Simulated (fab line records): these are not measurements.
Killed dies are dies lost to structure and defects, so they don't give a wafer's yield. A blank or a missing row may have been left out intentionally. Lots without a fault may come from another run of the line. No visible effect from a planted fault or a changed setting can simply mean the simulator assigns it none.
Which of the tools did it? / flow gf180mcu / 12 lots with 36 wafers sampled at 6 steps, on a route of 602 steps

WHAT THE GAUGES READ, wafer by wafer
GF_STI_CD_MEAS_12: the cd target is 220 nm. Usual: cd nm at 220.2 nm, with a standard deviation of 1.1.
lot=L545; measured=day 2 07:25; on=cd sem-01; cd nm (nm)=220.1 221.4 219.4; flag=
lot=L546; measured=day 2 12:19; on=cd sem-01; cd nm (nm)=222.0 221.3 220.4; flag=
lot=L549; measured=day 3 03:16; on=cd sem-02; cd nm (nm)=218.4 219.1 219.8; flag=
lot=L551; measured=day 3 16:01; on=cd sem-01; cd nm (nm)=221.1 219.7 221.4; flag=
lot=L552; measured=day 3 19:12; on=cd sem-01; cd nm (nm)=219.9 220.1 221.9; flag=
lot=L553; measured=day 4 00:01; on=cd sem-01; cd nm (nm)=218.6 218.4 220.2; flag=
lot=L556; measured=day 4 15:52; on=cd sem-02; cd nm (nm)=218.8 218.5 219.6; flag=
lot=L557; measured=day 4 19:50; on=cd sem-02; cd nm (nm)=220.5 221.1 220.4; flag=
lot=L560; measured=day 5 12:27; on=cd sem-02; cd nm (nm)=221.9 221.4 221.1; flag=
lot=L564; measured=day 6 08:08; on=cd sem-01; cd nm (nm)=221.3 222.1 221.2; flag=
lot=L565; measured=day 6 13:23; on=cd sem-02; cd nm (nm)=221.9 221.1 220.9; flag=
lot=L566; measured=day 6 18:35; on=cd sem-01; cd nm (nm)=218.9 219.6 219.1; flag=

GF_STI_THK_MEAS_30. Usual: STI_OXIDATION_02_THK 10.04 nm, standard deviation 0.18.
lot=L545; measured=day 2 12:04; on=film metro-01; STI_OXIDATION_02_THK (nm)=10.09 10.12 10.17; flag=
lot=L546; measured=day 2 17:13; on=film metro-02; STI_OXIDATION_02_THK (nm)=10.03 9.90 9.98; flag=
lot=L549; measured=day 3 08:02; on=film metro-01; STI_OXIDATION_02_THK (nm)=10.12 10.03 10.03; flag=
lot=L551; measured=day 3 20:24; on=film metro-01; STI_OXIDATION_02_THK (nm)=9.87 9.72 9.82; flag=
lot=L552; measured=day 4 00:55; on=film metro-02; STI_OXIDATION_02_THK (nm)=10.23 10.06 10.33; flag=
lot=L553; measured=day 4 04:41; on=film metro-02; STI_OXIDATION_02_THK (nm)=9.80 9.69 9.83; flag=
lot=L556; measured=day 4 20:55; on=film metro-02; STI_OXIDATION_02_THK (nm)=10.13 9.97 10.09; flag=
lot=L557; measured=day 5 00:42; on=film metro-02; STI_OXIDATION_02_THK (nm)=10.06 10.06 9.98; flag=
lot=L560; measured=day 5 17:10; on=film metro-02; STI_OXIDATION_02_THK (nm)=10.12 10.30 10.30; flag=
lot=L564; measured=day 6 12:55; on=film metro-04; STI_OXIDATION_02_THK (nm)=10.05 9.91 9.81; flag=
lot=L565; measured=day 6 17:55; on=film metro-04; STI_OXIDATION_02_THK (nm)=10.16 10.07 10.13; flag=
lot=L566; measured=day 7 00:19; on=film metro-04; STI_OXIDATION_02_THK (nm)=10.21 10.26 10.23; flag=

GF_LVPWELL_TW_MEAS_11. Usual: LVPWELL_TW 561, standard deviation 4.1.
lot=L545; measured=day 4 02:37; on=film metro-02; LVPWELL_TW=560 558 559; flag=
lot=L546; measured=day 4 08:11; on=film metro-02; LVPWELL_TW=561 561 561; flag=
lot=L549; measured=day 5 00:23; on=film metro-03; LVPWELL_TW=563 562 563; flag=
lot=L551; measured=day 5 14:33; on=film metro-03; LVPWELL_TW=561 562 564; flag=
lot=L552; measured=day 5 18:18; on=film metro-03; LVPWELL_TW=560 562 564; flag=
lot=L553; measured=day 5 23:17; on=film metro-02; LVPWELL_TW=559 555 557; flag=
lot=L556; measured=day 6 16:05; on=film metro-01; LVPWELL_TW=558 562 561; flag=
lot=L557; measured=day 6 22:14; on=film metro-03; LVPWELL_TW=486 486 487; flag=OFF
lot=L560; measured=day 7 15:05; on=film metro-02; LVPWELL_TW=482 485 487; flag=OFF
lot=L564; measured=day 8 11:50; on=film metro-01; LVPWELL_TW=560 559 557; flag=
lot=L565; measured=day 8 17:38; on=film metro-03; LVPWELL_TW=569 568 568; flag=
lot=L566; measured=day 9 01:17; on=film metro-02; LVPWELL_TW=558 558 559; flag=

GF_VT_IMPLANT_RS_MEAS_48: measurement is done with a four-point probe. Usual: LVPWELL_RS 1196.7 ohm/sq, standard deviation 2.7.
lot=L545; measured=day 7 19:11; on=film metro-02; LVPWELL_RS (ohm/sq)=1195.9 1197.6 1192.5; flag=
lot=L546; measured=day 8 00:17; on=film metro-02; LVPWELL_RS (ohm/sq)=1193.5 1195.3 1192.7; flag=
lot=L549; measured=day 8 20:35; on=film metro-01; LVPWELL_RS (ohm/sq)=1192.8 1192.5 1191.3; flag=
lot=L551; measured=day 9 15:16; on=film metro-01; LVPWELL_RS (ohm/sq)=1199.0 1195.6 1198.4; flag=
lot=L552; measured=day 9 16:43; on=film metro-02; LVPWELL_RS (ohm/sq)=1194.0 1199.0 1194.5; flag=
lot=L553; measured=day 9 23:55; on=film metro-01; LVPWELL_RS (ohm/sq)=1195.6 1198.3 1197.0; flag=
lot=L556; measured=day 10 20:05; on=film metro-02; LVPWELL_RS (ohm/sq)=1199.4 1199.2 1198.4; flag=
lot=L557; measured=day 11 04:11; on=film metro-01; LVPWELL_RS (ohm/sq)=1605.0 1600.6 1609.1; flag=OFF
lot=L560; measured=day 12 00:09; on=film metro-02; LVPWELL_RS (ohm/sq)=1607.5 1608.3 1605.4; flag=OFF
lot=L564; measured=day 13 02:00; on=film metro-01; LVPWELL_RS (ohm/sq)=1198.5 1197.3 1195.1; flag=
lot=L565; measured=day 13 09:16; on=film metro-02; LVPWELL_RS (ohm/sq)=1198.5 1196.9 1197.5; flag=
lot=L566; measured=day 13 18:46; on=film metro-03; LVPWELL_RS (ohm/sq)=1197.5 1194.1 1198.1; flag=

WHICH TOOL RAN EACH LOT (tool, then ch and the chambers of the sampled wafers, then the start)
lot=L545; GF_STI_ETCH_13=rie diel-01 ch 2,3, day 2 07:29; GF_LVPWELL_IMPLANT_08=implanter-01 ch 0, day 4 02:16
lot=L546; GF_STI_ETCH_13=rie diel-03 ch 0,1,2, day 2 12:25; GF_LVPWELL_IMPLANT_08=implanter-01 ch 0, day 4 07:48
lot=L549; GF_STI_ETCH_13=rie diel-01 ch 0,2,3, day 3 03:22; GF_LVPWELL_IMPLANT_08=implanter-04 ch 0, day 5 00:00
lot=L551; GF_STI_ETCH_13=rie diel-02 ch 1,2,3, day 3 16:06; GF_LVPWELL_IMPLANT_08=implanter-03 ch 0, day 5 14:11
lot=L552; GF_STI_ETCH_13=rie diel-01 ch 1,2,3, day 3 19:18; GF_LVPWELL_IMPLANT_08=implanter-04 ch 0, day 5 17:55
lot=L553; GF_STI_ETCH_13=rie diel-01 ch 0,2,3, day 4 00:08; GF_LVPWELL_IMPLANT_08=implanter-03 ch 0, day 5 22:53
lot=L556; GF_STI_ETCH_13=rie diel-02 ch 0,2,3, day 4 15:59; GF_LVPWELL_IMPLANT_08=implanter-01 ch 0, day 6 15:41
lot=L557; GF_STI_ETCH_13=rie diel-03 ch 0,1, day 4 19:58; GF_LVPWELL_IMPLANT_08=implanter-03 ch 0, day 6 21:50
lot=L560; GF_STI_ETCH_13=rie diel-02 ch 1,2, day 5 12:33; GF_LVPWELL_IMPLANT_08=implanter-03 ch 0, day 7 14:42
lot=L564; GF_STI_ETCH_13=rie diel-03 ch 1,3, day 6 08:15; GF_LVPWELL_IMPLANT_08=implanter-01 ch 0, day 8 11:26
lot=L565; GF_STI_ETCH_13=rie diel-01 ch 0,2,3, day 6 13:30; GF_LVPWELL_IMPLANT_08=implanter-01 ch 0, day 8 17:14
lot=L566; GF_STI_ETCH_13=rie diel-01 ch 1,2,3, day 6 18:41; GF_LVPWELL_IMPLANT_08=implanter-04 ch 0, day 9 00:55
- GF_STI_ETCH_13: etches the open film in CHF3/O2, stops on Si, target depth 282.31 nm, time 112.9 s.
- GF_LVPWELL_IMPLANT_08

WHAT THE TOOLS THEMSELVES READ (means of the sampled wafers that have a number; where no wafer has one, the mark that the record gives instead)
GF_STI_ETCH_13. Usual: bias w 200.0 W, standard deviation 0.55; drypump motor current A 6.1 A, standard deviation 0.48; oes product au 0.831 a.u., standard deviation 0.0066; throttle valve pct 8.811 %, standard deviation 0.0092.
lot=L545; tool=rie diel-01; bias w (W)=200.0; drypump motor current A (A)=6.7; oes product au (a.u.)=0.834; throttle valve pct (%)=8.807; flag=
lot=L546; tool=rie diel-03; bias w (W)=200.5; drypump motor current A (A)=6.0; oes product au (a.u.)=0.834; throttle valve pct (%)=8.812; flag=
lot=L549; tool=rie diel-01; bias w (W)=199.6; drypump motor current A (A)=6.5; oes product au (a.u.)=0.835; throttle valve pct (%)=8.810; flag=
lot=L551; tool=rie diel-02; bias w (W)=199.9; drypump motor current A (A)=5.7; oes product au (a.u.)=0.829; throttle valve pct (%)=8.816; flag=
lot=L552; tool=rie diel-01; bias w (W)=199.9; drypump motor current A (A)=6.3; oes product au (a.u.)=0.825; throttle valve pct (%)=8.808; flag=
lot=L553; tool=rie diel-01; bias w (W)=200.3; drypump motor current A (A)=6.5; oes product au (a.u.)=0.836; throttle valve pct (%)=8.818; flag=
lot=L556; tool=rie diel-02; bias w (W)=200.4; drypump motor current A (A)=5.8; oes product au (a.u.)=0.833; throttle valve pct (%)=8.816; flag=
lot=L557; tool=rie diel-03; bias w (W)=199.8; drypump motor current A (A)=6.3; oes product au (a.u.)=0.827; throttle valve pct (%)=8.810; flag=
lot=L560; tool=rie diel-02; bias w (W)=200.5; drypump motor current A (A)=5.4; oes product au (a.u.)=0.835; throttle valve pct (%)=8.817; flag=
lot=L564; tool=rie diel-03; bias w (W)=199.9; drypump motor current A (A)=6.2; oes product au (a.u.)=0.835; throttle valve pct (%)=8.815; flag=
lot=L565; tool=rie diel-01; bias w (W)=200.1; drypump motor current A (A)=6.5; oes product au (a.u.)=0.829; throttle valve pct (%)=8.805; flag=
lot=L566; tool=rie diel-01; bias w (W)=199.6; drypump motor current A (A)=6.3; oes product au (a.u.)=0.822; throttle valve pct (%)=8.813; flag=

GF_LVPWELL_IMPLANT_08. Usual: dose ions cm2 1.5002e+13, standard deviation 1.5e+10; faraday current uA 84.3, standard deviation 1.7.
lot=L545; tool=implanter-01; dose ions cm2=1.5020e+13; faraday current uA=84.4; flag=
lot=L546; tool=implanter-01; dose ions cm2=1.5007e+13; faraday current uA=84.6; flag=
lot=L549; tool=implanter-04; dose ions cm2=1.5004e+13; faraday current uA=84.2; flag=
lot=L551; tool=implanter-03; dose ions cm2=1.5008e+13; faraday current uA=83.3; flag=
lot=L552; tool=implanter-04; dose ions cm2=1.4991e+13; faraday current uA=82.7; flag=
lot=L553; tool=implanter-03; dose ions cm2=1.4997e+13; faraday current uA=84.5; flag=
lot=L556; tool=implanter-01; dose ions cm2=1.5017e+13; faraday current uA=85.0; flag=
lot=L557; tool=implanter-03; dose ions cm2=8.2103e+12; faraday current uA=46.3; flag=OFF
lot=L560; tool=implanter-03; dose ions cm2=8.2217e+12; faraday current uA=46.7; flag=OFF
lot=L564; tool=implanter-01; dose ions cm2=1.5006e+13; faraday current uA=85.5; flag=
lot=L565; tool=implanter-01; dose ions cm2=1.4990e+13; faraday current uA=82.6; flag=
lot=L566; tool=implanter-04; dose ions cm2=1.5018e+13; faraday current uA=83.2; flag=

THE ANSWER, worked out from the rows above alone
Rule: a lot counts as off when the mean over its wafers that have a number is more than 3 standard deviations away from the usual mean. Also off: a lot with no number at a reading for which 4 or more lots have one. Where the step has rows for the other lots, those lots are counted as sound. The gauges are gone through in route order, then the tools' own readings, and for those a lot's mean is taken as printed above. The first step at which some lot is off is used, and at that step the reading that is off furthest; a lot without a number counts as furthest.
Off: at GF_LVPWELL_TW_MEAS_11 (LVPWELL_TW), L557, L560.
If a tool, at a process step before that reading, ran all the lots that are off and no sound lot after the first of them, it fits. The gauges at GF_LVPWELL_TW_MEAS_11 aren't tried: what is off there is off at GF_LVPWELL_IMPLANT_08 too, on other tools, and a gauge's error can't cause that. One fits: GF_LVPWELL_IMPLANT_08 on implanter-03. Its last sound lot is L553 (day 5 22:53), its first lot that is off L557 (day 6 21:50): a fault that began between those two fits.
The tool's own readings at GF_LVPWELL_IMPLANT_08 bear it out: on the lots that are off they differ by more than 5 times the standard deviation of the sound lots' means. dose ions cm2 reads 8.2160e+12 there against 1.5006e+13 on the sound lots; faraday current uA reads 46.5 there against 84.0 on the sound lots.

WHAT THE SIMULATOR HAD PUT IN
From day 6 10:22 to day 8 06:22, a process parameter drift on implanter-03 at GF_LVPWELL_IMPLANT_08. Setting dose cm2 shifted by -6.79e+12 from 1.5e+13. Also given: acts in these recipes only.
Struck lots among those shown: L557, L560. The rule above found the same.
